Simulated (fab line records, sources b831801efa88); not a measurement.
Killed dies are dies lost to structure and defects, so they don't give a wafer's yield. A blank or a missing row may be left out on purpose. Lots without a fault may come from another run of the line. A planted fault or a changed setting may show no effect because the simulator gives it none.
Which tool did it? | flow gf180mcu | 13 lots, 39 wafers sampled, at 6 steps of a route of 602

WHAT THE GAUGES READ, wafer by wafer
GF_STI_BOW_MEAS_00.
lot  | measured    | on            | INCOMING_BOW (um)
L322 | day 1 15:00 | film_metro-01 | -4 5 -9
L323 | day 1 20:00 | film_metro-01 | 8 -4 6
L324 | day 2 01:00 | film_metro-01 | -8 7 -5
L325 | day 2 06:00 | film_metro-03 | -3 -5 -3
L326 | day 2 11:00 | film_metro-01 | -1 5 -4
L328 | day 2 21:00 | film_metro-03 | -1 -2 11
L329 | day 3 02:02 | film_metro-04 | 0 -11 11
L332 | day 3 17:00 | film_metro-03 | -7 -6 -4
L333 | day 3 22:01 | film_metro-03 | 15 -5 4
L339 | day 5 04:00 | film_metro-04 | -1 -3 0
L342 | day 5 19:02 | film_metro-04 | 5 7 -2
L343 | day 6 00:00 | film_metro-01 | -11 -13 5
L344 | day 6 05:00 | film_metro-03 | 10 -1 -4

GF_STI_THK_MEAS_02.
lot  | measured    | on            | STI_OXIDATION_THK (nm)
L322 | day 1 16:31 | film_metro-03 | 9.80 9.85 9.73
L323 | day 1 21:32 | film_metro-04 | 10.12 10.14 9.97
L324 | day 2 02:31 | film_metro-01 | 10.01 9.97 10.00
L325 | day 2 08:06 | film_metro-01 | 9.83 9.94 9.98
L326 | day 2 12:31 | film_metro-01 | 10.12 10.19 10.02
L328 | day 2 23:10 | film_metro-03 | 9.77 9.94 10.09
L329 | day 3 03:32 | film_metro-01 | 9.96 9.76 10.04
L332 | day 3 18:31 | film_metro-03 | 10.31 10.54 10.46
L333 | day 3 23:32 | film_metro-01 | 10.11 10.12 10.00
L339 | day 5 05:31 | film_metro-01 | 10.11 10.01 9.96
L342 | day 5 20:32 | film_metro-03 | 10.02 10.17 10.32
L343 | day 6 01:53 | film_metro-01 | 10.10 9.86 9.91
L344 | day 6 06:31 | film_metro-01 | 10.07 10.39 10.18

GF_LVPWELL_OVL_MEAS_07.
lot  | measured    | on         | LVPWELL_OVL (nm)
L322 | day 4 02:07 | overlay-02 | -3.8 -3.7 -4.2
L323 | day 4 05:39 | overlay-01 | 0.2 1.5 0.5
L324 | day 4 13:16 | overlay-02 | -1.4 -1.3 -2.0
L325 | day 4 17:28 | overlay-02 | -1.6 -1.0 -1.1
L326 | day 5 04:19 | overlay-01 | 0.4 -0.5 0.1
L328 | day 5 13:28 | overlay-01 | -0.4 -1.8 -1.3
L329 | day 5 17:50 | overlay-02 | -1.1 -1.1 -0.5
L332 | day 6 12:34 | overlay-02 | -2.8 -2.5 -1.3
L333 | day 6 18:40 | overlay-01 | -1.7 -0.3 0.5
L339 | day 8 02:25 | overlay-01 | 2.1 0.4 1.4
L342 | day 8 19:59 | overlay-02 | -2.2 -1.3 -4.0
L343 | day 9 02:13 | overlay-02 | -0.3 -1.3 0.2
L344 | day 9 07:06 | overlay-01 | 0.2 -0.9 1.1

GF_VT_IMPLANT_RS_MEAS_47: measures by four-point-probe.
lot  | measured     | on            | NWELL_RS (ohm/sq)
L322 | day 7 21:51  | film_metro-01 | 487.7 487.7 488.8
L323 | day 8 01:07  | film_metro-01 | 486.7 487.8 487.3
L324 | day 8 11:01  | film_metro-04 | 484.2 484.9 485.3
L325 | day 8 15:39  | film_metro-01 | 486.0 485.1 486.2
L326 | day 9 05:17  | film_metro-01 | 486.2 485.8 485.0
L328 | day 9 16:11  | film_metro-04 | 486.0 488.7 487.5
L329 | day 9 20:34  | film_metro-02 | 489.5 489.5 488.6
L332 | day 10 19:33 | film_metro-04 | 478.2 478.6 478.9 479.9 478.4 477.8
L333 | day 11 03:59 | film_metro-04 | 477.7 479.5 478.3 479.5 479.2 478.2
L339 | day 12 16:33 | film_metro-02 | 485.9 485.3 486.1
L342 | day 13 14:59 | film_metro-02 | 486.9 487.9 487.4
L343 | day 13 22:05 | film_metro-02 | 486.2 486.5 486.1
L344 | day 14 02:14 | film_metro-01 | 487.6 488.8 487.7

GF_VT_IMPLANT_RS_MEAS_48: measures by four-point-probe.
lot  | measured     | on            | LVPWELL_RS (ohm/sq)
L322 | day 7 21:58  | film_metro-01 | 1194 1190 1196
L323 | day 8 01:14  | film_metro-01 | 1197 1195 1192
L324 | day 8 11:08  | film_metro-04 | 1195 1191 1199
L325 | day 8 15:46  | film_metro-01 | 1199 1194 1196
L326 | day 9 05:25  | film_metro-01 | 1192 1188 1192
L328 | day 9 16:19  | film_metro-04 | 1190 1190 1189
L329 | day 9 20:41  | film_metro-02 | 1192 1195 1192
L332 | day 10 22:13 | film_metro-04 | 1191 1193 1192
L333 | day 11 09:14 | film_metro-04 | 1190 1185 1190
L339 | day 12 16:40 | film_metro-02 | 1192 1192 1194
L342 | day 13 15:07 | film_metro-02 | 1196 1192 1193
L343 | day 13 22:13 | film_metro-02 | 1192 1190 1195
L344 | day 14 02:22 | film_metro-01 | 1194 1195 1197

WHICH TOOL RAN EACH LOT (tool, then ch and the chambers of the sampled wafers, then the start)
lot  | GF_NWELL_IMPLANT_08
L322 | implanter-04 ch 0, day 3 12:32
L323 | implanter-03 ch 0, day 3 15:49
L324 | implanter-03 ch 0, day 3 23:13
L325 | implanter-04 ch 0, day 4 03:50
L326 | implanter-02 ch 0, day 4 13:58
L328 | implanter-04 ch 0, day 4 21:46
L329 | implanter-02 ch 0, day 5 02:34
L332 | implanter-04 ch 0, day 5 21:08
L333 | implanter-04 ch 0, day 6 03:23
L339 | implanter-02 ch 0, day 7 10:02
L342 | implanter-03 ch 0, day 8 02:52
L343 | implanter-02 ch 0, day 8 10:05
L344 | implanter-03 ch 0, day 8 14:28
- GF_NWELL_IMPLANT_08

WHAT THE TOOLS THEMSELVES READ (means of the sampled wafers that have a number; where no wafer has one, the mark that the record gives instead)
GF_NWELL_IMPLANT_08.
lot  | tool         | beam_energy_keV | faraday_current_uA | tilt_deg (degrees)
L322 | implanter-04 | 449.93          | 85.0               | 0.014
L323 | implanter-03 | 449.87          | 85.0               | 0.014
L324 | implanter-03 | 450.03          | 86.0               | -0.004
L325 | implanter-04 | 449.88          | 84.6               | -0.006
L326 | implanter-02 | 450.00          | 85.9               | 0.016
L328 | implanter-04 | 449.97          | 85.5               | -0.004
L329 | implanter-02 | 450.05          | 84.1               | 0.007
L332 | implanter-04 | 494.45          | 85.1               | -0.012
L333 | implanter-04 | 494.55          | 83.8               | 0.008
L339 | implanter-02 | 450.08          | 84.2               | -0.034
L342 | implanter-03 | 450.20          | 85.3               | 0.019
L343 | implanter-02 | 450.07          | 84.6               | 0.011
L344 | implanter-03 | 449.81          | 84.5               | 0.006

THE ANSWER, worked out from the rows above alone
Rule: what is usual is taken from the lots themselves. Put in order of their means at a reading, lots are off if they are a third of the lots or fewer, leave a main group of 4 or more, and stand apart from it by a gap of 3 or more times the standard deviation of the main group's means; of several such gaps the widest counts. A main group whose means are all the same, to the digits that the tables above print for the reading, isn't used. A lot without any number at a reading at which 4 lots or more have one is off too. The other lots that the step has rows for count as sound. The gauges are gone through in route order, then the tools' own readings, and for those a lot's mean is taken as printed above. The first step at which some lot is off is used, and at that step the reading that is off furthest; a lot without a number counts as furthest.
Off: L332, L333, at GF_VT_IMPLANT_RS_MEAS_47 (NWELL_RS). The main group: mean 486.9 ohm/sq, standard deviation 1.3.
A tool fits if, at a process step before that reading, it ran every lot that is off, and no sound lot after the first of them. The gauges at GF_VT_IMPLANT_RS_MEAS_47 aren't tried: what is off there is off at GF_NWELL_IMPLANT_08 too, on other tools, and a gauge's error can't cause that. One fits: implanter-04 at GF_NWELL_IMPLANT_08. Its last sound lot is L328 (day 4 21:46), its first lot that is off L332 (day 5 21:08): a fault that began between those two fits.
The tool's own readings at GF_NWELL_IMPLANT_08 bear it out: on the lots that are off they differ by more than 5 times the standard deviation of the sound lots' means. beam_energy_keV reads 494.50 there against 449.99 on the sound lots.

WHAT THE SIMULATOR HAD PUT IN
Process parameter drift: implanter-04, from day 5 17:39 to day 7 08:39, at GF_NWELL_IMPLANT_08. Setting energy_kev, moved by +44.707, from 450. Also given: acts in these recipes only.
Lots struck among those shown: L332, L333. The rule above found the same.
